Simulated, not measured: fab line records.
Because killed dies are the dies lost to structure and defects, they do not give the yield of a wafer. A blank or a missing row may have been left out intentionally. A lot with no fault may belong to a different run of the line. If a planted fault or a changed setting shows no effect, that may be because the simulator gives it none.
The same fault as seen by 2 desks	flow sky130	what lay behind the numbers comes last; until then each desk has only its own

DESK OF THE TOOL OWNER: pvd_sputter-03
The tool's own readings at SKY_METAL2_SPUTTER_03 (material Ti, target thk 5 nm, time 3.3 s): means of the sampled wafers that have a number, for each lot that ran on this tool. The brackets show how far a lot's mean lies from the usual mean; more than 4 standard deviations puts the lot out of limits, marked OUT.
Columns: A = throttle_valve_pct at SKY_METAL2_SPUTTER_03, usual 30.0 %
lot	first seen here	A
L570	day 36 23:26	30.0
L581	day 40 13:31	30.3
Result from this desk: across the 2 lots, nothing is out of limits.

AT THE METROLOGY DESK
Means of the sampled wafers that have a number, per lot and without regard to the tool the lot ran on: this is what the gauges read. The brackets show how far a lot's mean lies from the usual mean; more than 4 standard deviations puts the lot out of limits, marked OUT.
Columns: A = VIA1_W_RS at SKY_VIA1_RS_MEAS_22, usual 0.426 ohm/sq; B = VIA1_W_THK at SKY_VIA1_THK_MEAS_23, usual 270 nm
lot	first seen here	A	B
L566	day 35 07:16	0.429	269
L570	day 36 22:54	0.426	267
L581	day 40 13:00	0.424	271
L582	day 40 14:17	0.423	266
L583	day 40 17:41	0.423	266
Result from this desk: across the 5 lots, nothing is out of limits.

PUT TOGETHER
The tool owner's desk saw nothing out of limits.
Nothing out of limits was seen by the metrology desk.

WHAT WAS PUT IN BY THE SIMULATOR
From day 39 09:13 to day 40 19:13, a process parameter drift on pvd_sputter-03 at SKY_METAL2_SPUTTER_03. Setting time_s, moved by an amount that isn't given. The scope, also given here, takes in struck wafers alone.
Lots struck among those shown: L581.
